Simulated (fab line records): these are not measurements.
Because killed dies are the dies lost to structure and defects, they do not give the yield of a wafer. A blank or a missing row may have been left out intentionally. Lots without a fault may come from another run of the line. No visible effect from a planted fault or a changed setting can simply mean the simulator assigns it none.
The tool behind it: which one?    flow gf180mcu    14 lots, 42 wafers sampled, at 6 steps of a route of 602

## WHAT THE GAUGES READ, wafer by wafer
GF_HV_LDD_TW_MEAS_38.
lot   measured      on             HV_LDD_3_TW
L501  day 11 21:26  film-metro-01  1435 1427 1426
L503  day 12 14:33  film-metro-02  1440 1447 1446
L504  day 12 23:00  film-metro-02  1450 1443 1442
L505  day 13 06:32  film-metro-04  1432 1436 1432
L509  day 14 13:01  film-metro-01  1428 1428 1428
L511  day 15 07:47  film-metro-04  1439 1436 1440
L512  day 15 11:11  film-metro-04  1438 1436 1441
L513  day 15 18:39  film-metro-01  1431 1423 1431
L516  day 16 16:13  film-metro-04  1445 1440 1437
L518  day 17 06:56  film-metro-02  1423 1411 1421
L520  day 18 04:26  film-metro-04  1411 1412 1408
L521  day 18 11:26  film-metro-04  1445 1449 1448
L522  day 18 15:15  film-metro-02  1437 1443 1445
L523  day 19 08:37  film-metro-02  1452 1443 1447

GF_HV_LDD_CD_MEAS_46 targets a cd of 400 nm.
lot   measured      on         cd-nm (nm)
L501  day 12 16:06  cd-sem-01  402.8 403.3 402.7
L503  day 13 10:01  cd-sem-02  399.2 401.3 400.9
L504  day 13 18:40  cd-sem-01  399.7 399.5 398.8
L505  day 14 02:23  cd-sem-02  399.3 401.5 399.7
L509  day 15 10:16  cd-sem-02  395.9 398.2 396.6
L511  day 16 05:20  cd-sem-01  400.2 398.3 401.2
L512  day 16 09:25  cd-sem-02  400.5 399.4 401.4
L513  day 16 16:25  cd-sem-01  401.1 400.2 402.3
L516  day 17 15:16  cd-sem-01  399.6 401.8 401.2
L518  day 18 06:37  cd-sem-01  401.0 400.6 402.7
L520  day 19 03:55  cd-sem-02  400.0 399.4 399.9
L521  day 19 11:59  cd-sem-01  396.4 397.9 397.4
L522  day 19 15:34  cd-sem-02  396.5 395.8 397.6
L523  day 20 08:31  cd-sem-01  402.9 405.4 403.7

GF_HV_LDD_RS_MEAS_53: measurement is done with a four-point probe.
lot   measured      on             HV_LDD_RS (ohm/sq)
L501  day 12 16:41  film-metro-02  419.2 419.3 419.0
L503  day 13 10:36  film-metro-02  418.0 417.8 418.3
L504  day 13 19:16  film-metro-02  418.5 417.9 419.0
L505  day 14 02:58  film-metro-04  418.6 419.5 418.7
L509  day 15 10:51  film-metro-02  419.5 418.2 419.3
L511  day 16 05:55  film-metro-04  418.7 418.6 419.1
L512  day 16 10:04  film-metro-01  418.6 417.4 418.8
L513  day 16 17:01  film-metro-01  417.6 417.1 417.1
L516  day 17 15:51  film-metro-04  418.3 418.2 418.7
L518  day 18 07:12  film-metro-02  375.2 374.6 373.2
L520  day 19 04:31  film-metro-04  375.1 374.5 374.9
L521  day 19 12:34  film-metro-04  419.2 418.6 418.3
L522  day 19 16:09  film-metro-02  418.6 419.5 418.8
L523  day 20 09:06  film-metro-04  417.9 418.6 418.8

## TOOL THAT RAN EACH LOT (tool first, then ch and the chambers of the sampled wafers, then the start)
lot   GF_VT_IMPLANT_STRIP_20                GF_HV_LDD_IMPLANT_35             GF_HV_LDD_STRIP_37
L501  plasma-asher-01 ch 0,1, day 6 12:16   implanter-03 ch 0, day 11 21:04  plasma-asher-03 ch 0,1, day 11 21:20
L503  plasma-asher-04 ch 0,1, day 7 01:45   implanter-03 ch 0, day 12 14:11  plasma-asher-02 ch 0,1, day 12 14:28
L504  plasma-asher-04 ch 0,1, day 7 08:08   implanter-03 ch 0, day 12 22:38  plasma-asher-04 ch 0,1, day 12 22:55
L505  plasma-asher-04 ch 1, day 7 13:49     implanter-03 ch 0, day 13 06:08  plasma-asher-02 ch 0, day 13 06:26
L509  plasma-asher-01 ch 0,1, day 8 16:35   implanter-04 ch 0, day 14 12:38  plasma-asher-03 ch 0,1, day 14 12:55
L511  plasma-asher-01 ch 0,1, day 9 04:34   implanter-01 ch 0, day 15 07:24  plasma-asher-04 ch 0, day 15 07:41
L512  plasma-asher-01 ch 0,1, day 9 09:34   implanter-04 ch 0, day 15 10:47  plasma-asher-04 ch 0,1, day 15 11:05
L513  plasma-asher-03 ch 0,1, day 9 15:50   implanter-04 ch 0, day 15 18:17  plasma-asher-02 ch 0,1, day 15 18:34
L516  plasma-asher-01 ch 0,1, day 10 11:15  implanter-03 ch 0, day 16 15:50  plasma-asher-02 ch 0,1, day 16 16:07
L518  plasma-asher-01 ch 0,1, day 10 22:55  implanter-03 ch 0, day 17 06:32  plasma-asher-03 ch 0,1, day 17 06:50
L520  plasma-asher-01 ch 0,1, day 11 15:31  implanter-03 ch 0, day 18 04:02  plasma-asher-02 ch 0, day 18 04:20
L521  plasma-asher-04 ch 0,1, day 11 20:04  implanter-04 ch 0, day 18 11:02  plasma-asher-03 ch 0,1, day 18 11:20
L522  plasma-asher-04 ch 0,1, day 12 01:38  implanter-04 ch 0, day 18 14:53  plasma-asher-02 ch 0,1, day 18 15:10
L523  plasma-asher-04 ch 0,1, day 12 13:34  implanter-01 ch 0, day 19 08:13  plasma-asher-04 ch 0,1, day 19 08:31
- GF_VT_IMPLANT_STRIP_20: strips in O2/N2.
- GF_HV_LDD_IMPLANT_35
- GF_HV_LDD_STRIP_37: strips in O2/N2.

## AS READ BY THE TOOLS THEMSELVES (means over the sampled wafers that have a number; for cases with no such wafer, the mark the record gives instead)
GF_VT_IMPLANT_STRIP_20.
lot   tool             drypump-motor-current-A (A)  heater-power-w (W)  oes-product-au (a.u.)  strip-time-to-endpoint-s (s)
L501  plasma-asher-01  5.9                          318                 0.718                  12.60
L503  plasma-asher-04  5.4                          357                 0.714                  12.64
L504  plasma-asher-04  5.3                          352                 0.718                  12.70
L505  plasma-asher-04  5.4                          369                 0.720                  12.64
L509  plasma-asher-01  5.9                          335                 0.713                  12.61
L511  plasma-asher-01  5.9                          339                 0.714                  12.66
L512  plasma-asher-01  5.9                          331                 0.718                  12.60
L513  plasma-asher-03  6.2                          324                 0.713                  12.56
L516  plasma-asher-01  5.9                          323                 0.714                  12.59
L518  plasma-asher-01  5.9                          333                 0.716                  12.67
L520  plasma-asher-01  5.9                          320                 0.718                  12.67
L521  plasma-asher-04  5.3                          346                 0.721                  12.60
L522  plasma-asher-04  5.3                          366                 0.715                  12.58
L523  plasma-asher-04  5.3                          356                 0.721                  12.69

GF_HV_LDD_IMPLANT_35.
lot   tool          tilt-deg (degrees)
L501  implanter-03  29.984
L503  implanter-03  30.016
L504  implanter-03  29.972
L505  implanter-03  29.991
L509  implanter-04  29.996
L511  implanter-01  30.014
L512  implanter-04  30.005
L513  implanter-04  29.985
L516  implanter-03  30.000
L518  implanter-03  0.004
L520  implanter-03  -0.001
L521  implanter-04  29.985
L522  implanter-04  29.944
L523  implanter-01  29.993

GF_HV_LDD_STRIP_37.
lot   tool             drypump-motor-current-A (A)  heater-power-w (W)  oes-product-au (a.u.)  strip-time-to-endpoint-s (s)
L501  plasma-asher-03  5.8                          346                 0.712                  12.66
L503  plasma-asher-02  5.2                          333                 0.712                  12.62
L504  plasma-asher-04  5.4                          361                 0.719                  12.63
L505  plasma-asher-02  5.2                          341                 0.714                  12.62
L509  plasma-asher-03  5.8                          340                 0.713                  12.62
L511  plasma-asher-04  5.3                          348                 0.716                  12.63
L512  plasma-asher-04  5.3                          352                 0.723                  12.62
L513  plasma-asher-02  5.2                          316                 0.720                  12.61
L516  plasma-asher-02  5.2                          320                 0.717                  12.60
L518  plasma-asher-03  5.8                          338                 0.722                  12.69
L520  plasma-asher-02  5.2                          333                 0.715                  12.65
L521  plasma-asher-03  5.7                          339                 0.715                  12.61
L522  plasma-asher-02  5.2                          312                 0.718                  12.63
L523  plasma-asher-04  5.3                          347                 0.714                  12.64

## THE ANSWER, worked out from the rows above alone
Rule: what is usual is taken from the lots themselves. The widest of any qualifying gaps counts: lots, ordered by their means at a reading, are off when they make up no more than a third of the lots, leave a main group of 4 or more, and stand apart from it by 3 or more times the standard deviation of that group's means. A main group whose means are all the same, to the digits that the tables above print for the reading, isn't used. A lot without any number at a reading at which 4 lots or more have one is off too. Any other lot the step has rows for is counted as sound. After the gauges, taken in route order, come the tools' own readings; for these a lot's mean is taken, as printed above. At the first step where some lot is off, the reading lying furthest off is the one used; lots without a number count as furthest.
Off: L518, L520, seen at GF_HV_LDD_RS_MEAS_53 (HV_LDD_RS). The main group: mean 418.5 ohm/sq, standard deviation 0.5.
If a tool, at a process step before that reading, ran all the lots that are off and no sound lot after the first of them, it fits. The gauges at GF_HV_LDD_RS_MEAS_53 aren't tried: what is off there is off at GF_HV_LDD_IMPLANT_35 too, on other tools, and a gauge's error can't cause that. Can't be told from this: 2 tools fit, plasma-asher-01 at GF_VT_IMPLANT_STRIP_20, implanter-03 at GF_HV_LDD_IMPLANT_35.

## WHAT HAD BEEN PUT IN BY THE SIMULATOR
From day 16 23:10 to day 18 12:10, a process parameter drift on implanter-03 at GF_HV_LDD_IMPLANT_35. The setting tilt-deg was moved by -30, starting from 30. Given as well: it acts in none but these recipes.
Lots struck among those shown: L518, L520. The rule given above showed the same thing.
